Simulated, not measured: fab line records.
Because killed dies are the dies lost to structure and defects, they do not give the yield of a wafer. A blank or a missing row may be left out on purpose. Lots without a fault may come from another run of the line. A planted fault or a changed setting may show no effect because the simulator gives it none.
Chamber matching / flow gf180mcu / 4 sister chambers for GF_V2_ETCH_16 on rieDiel-02
The step etches BARC in N2/H2. 16 wafers are shown with their chamber, then 8 later ones without.

## EACH WAFER AND ITS CHAMBER
wafer=L076.1; chamber=3; drypumpMotorCurrentA (A)=5.5; throttleValvePct (%)=13.228; oesProductAu (a.u.)=0.858
wafer=L076.3; chamber=0; drypumpMotorCurrentA (A)=5.8; throttleValvePct (%)=13.226; oesProductAu (a.u.)=0.851
wafer=L076.5; chamber=1; drypumpMotorCurrentA (A)=4.7; throttleValvePct (%)=13.218; oesProductAu (a.u.)=0.852
wafer=L077.1; chamber=2; drypumpMotorCurrentA (A)=5.0; throttleValvePct (%)=13.234; oesProductAu (a.u.)=0.851
wafer=L077.5; chamber=0; drypumpMotorCurrentA (A)=5.7; throttleValvePct (%)=13.238; oesProductAu (a.u.)=0.847
wafer=L077.6; chamber=1; drypumpMotorCurrentA (A)=4.7; throttleValvePct (%)=13.230; oesProductAu (a.u.)=0.856
wafer=L085.2; chamber=2; drypumpMotorCurrentA (A)=5.0; throttleValvePct (%)=13.216; oesProductAu (a.u.)=0.852
wafer=L085.3; chamber=1; drypumpMotorCurrentA (A)=4.7; throttleValvePct (%)=13.238; oesProductAu (a.u.)=0.857
wafer=L085.4; chamber=1; drypumpMotorCurrentA (A)=4.7; throttleValvePct (%)=13.231; oesProductAu (a.u.)=0.851
wafer=L088.1; chamber=2; drypumpMotorCurrentA (A)=5.0; throttleValvePct (%)=13.218; oesProductAu (a.u.)=0.857
wafer=L088.2; chamber=3; drypumpMotorCurrentA (A)=5.5; throttleValvePct (%)=13.245; oesProductAu (a.u.)=0.843
wafer=L088.4; chamber=2; drypumpMotorCurrentA (A)=4.9; throttleValvePct (%)=13.220; oesProductAu (a.u.)=0.850
wafer=L089.3; chamber=0; drypumpMotorCurrentA (A)=5.8; throttleValvePct (%)=13.224; oesProductAu (a.u.)=0.845
wafer=L089.4; chamber=3; drypumpMotorCurrentA (A)=5.5; throttleValvePct (%)=13.216; oesProductAu (a.u.)=0.857
wafer=L089.5; chamber=0; drypumpMotorCurrentA (A)=5.7; throttleValvePct (%)=13.234; oesProductAu (a.u.)=0.860
wafer=L090.3; chamber=2; drypumpMotorCurrentA (A)=5.0; throttleValvePct (%)=13.219; oesProductAu (a.u.)=0.853

SIGNATURES (means of the wafers above)
reading=drypumpMotorCurrentA; chamber 0=5.750; chamber 1=4.700; chamber 2=4.980; chamber 3=5.500; scatter within a chamber=0.0387
reading=throttleValvePct; chamber 0=13.23050; chamber 1=13.22925; chamber 2=13.22140; chamber 3=13.22967; scatter within a chamber=0.00899
reading=oesProductAu; chamber 0=0.85075; chamber 1=0.85400; chamber 2=0.85260; chamber 3=0.85267; scatter within a chamber=0.00523
Rule: a wafer's distance from a chamber is the root of the sum, over the readings, of the square of ((its reading less the chamber's mean) divided by the reading's scatter). If the next closest chamber is less than 2 further off than the closest, the wafer can't be placed; otherwise it belongs to the closest. The scatter: take each reading less its chamber's mean, square it, sum over the shown wafers, divide by the number of wafers less the number of chambers, and take the root.

## WAFERS MISSING THEIR CHAMBER
wafer=L090.4; drypumpMotorCurrentA (A)=4.7; throttleValvePct (%)=13.207; oesProductAu (a.u.)=0.853
wafer=L090.5; drypumpMotorCurrentA (A)=5.0; throttleValvePct (%)=13.227; oesProductAu (a.u.)=0.857
wafer=L092.1; drypumpMotorCurrentA (A)=5.5; throttleValvePct (%)=13.211; oesProductAu (a.u.)=0.857
wafer=L092.2; drypumpMotorCurrentA (A)=5.7; throttleValvePct (%)=13.214; oesProductAu (a.u.)=0.854
wafer=L092.6; drypumpMotorCurrentA (A)=5.6; throttleValvePct (%)=13.227; oesProductAu (a.u.)=0.859
wafer=L095.3; drypumpMotorCurrentA (A)=4.7; throttleValvePct (%)=13.227; oesProductAu (a.u.)=0.852
wafer=L095.5; drypumpMotorCurrentA (A)=5.0; throttleValvePct (%)=13.226; oesProductAu (a.u.)=0.857
wafer=L095.6; drypumpMotorCurrentA (A)=4.7; throttleValvePct (%)=13.222; oesProductAu (a.u.)=0.854

## WHICH CHAMBER EACH ONE RAN IN
wafer=L090.4; from the rows above=1; in truth=1
wafer=L090.5; from the rows above=2; in truth=2
wafer=L092.1; from the rows above=3; in truth=3
wafer=L092.2; from the rows above=0; in truth=0
wafer=L092.6; from the rows above=can't be placed: 3 or 0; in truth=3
wafer=L095.3; from the rows above=1; in truth=1
wafer=L095.5; from the rows above=2; in truth=2
wafer=L095.6; from the rows above=1; in truth=1
7 of 8 placed correctly. From these rows, 1 cannot be placed; in 1 the true chamber is one of the candidates. Wrongly placed: 0.
